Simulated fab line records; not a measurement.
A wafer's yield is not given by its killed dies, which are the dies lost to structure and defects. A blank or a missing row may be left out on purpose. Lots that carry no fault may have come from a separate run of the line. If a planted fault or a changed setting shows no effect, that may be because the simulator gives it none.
Code-filled problem report in 8D (eight disciplines) form -- flow sky130 -- the parts of the form that need people (team, actions taken, sign-off) are left out

== 1. THE ISSUE ==
Wafers without a fault read 300.1 s, standard deviation 0.44; runLengthS at SKY_VIA3_HDPCVD_00 reads a mean of 307.7 s on 3 wafers belonging to 2 lots. Measured from the usual mean, that is +17 standard deviations.
The step: deposits SiO2, target thk 1635 nm, time 272.5 s.
First observed at day 41 00:52: wafer L427.1, on hdpcvd-02. Wafers with a number at this step in the record: 37, from 13 lots. The rule behind "out" and "out of limits": a value lying over 4 standard deviations away from the usual mean. The other wafers with a number count as sound.

== 2. WHAT IT IS; WHAT IT IS NOT ==
question,is,is not
which readings at this step,runLengthS,-
which lots,"L427, L430","L419, L420, L421, L422, L436, L437, L438, L439, L440, L441, L442"
which wafers of those lots,"L427.1, L427.4, L430.4",L430.3
read on which tools,hdpcvd-02,hdpcvd-01
when,from day 41 00:52,"up to then (12 sound wafers); but 22 sound wafers of L430, L436, L437, L438, L439, L440, L441, L442 came after"

== 3. WHAT RULES OUT EACH SUSPECT ==
Counting: if a tool at a process step up to the reading ran every lot that is out, it stays a suspect. Sound lots after the first of them don't rule it out here, since some wafers of a struck lot are sound.
- hdpcvd-02 at SKY_VIA3_HDPCVD_00 (deposits SiO2, target thk 1635 nm, time 272.5 s): kept. It ran every lot that is out, first L427 (day 41 00:52); its last sound lot up to then is L422 (day 39 14:42). Its own runLengthS readings are out on those wafers.
- The sound lot-mates ran in chamber 0 of hdpcvd-02 at SKY_VIA3_HDPCVD_00, but the wafers that are out ran in chamber 2.
Remaining after the count: hdpcvd-02 at SKY_VIA3_HDPCVD_00.

== 4. THE CAUSE (what the simulator had put in) ==
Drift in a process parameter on hdpcvd-02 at SKY_VIA3_HDPCVD_00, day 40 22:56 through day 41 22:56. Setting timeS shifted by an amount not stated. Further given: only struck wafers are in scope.
After counting, this tool was the only one left.

== 5. THE CHAIN OF EFFECTS, in route order ==
Each row: a reading whose mean over the struck wafers that have a number lies more than 3 standard deviations from the usual. Only readings whose record carries a usual standard deviation are examined. hours: median over the lots of the time between each lot's start at the first step of this table that gives one and its start at this step. sigmas: the change, counted in usual standard deviations.
hours,step,reading,usual,on struck wafers,change,sigmas
0,SKY_VIA3_HDPCVD_00,runLengthS,300.1 s,307.7,+7.6,+17
0,SKY_VIA3_THK_MEAS_01,VIA3_HDPCVD_THK,1639 nm,1681,+42,+3.2
The process steps in it:
- SKY_VIA3_HDPCVD_00: deposits SiO2, target thk 1635 nm, time 272.5 s.
At these later measuring or inspecting steps, every struck wafer for which the step has a row has a number for every such reading, and none has moved that far: SKY_VIA3_OVL_MEAS_13.

== 6. WHAT WOULD HAVE CAUGHT IT SOONER ==
2 hours passed between the start of the fault at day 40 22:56 and the first reading out of limits in this record, taken at day 41 00:52.
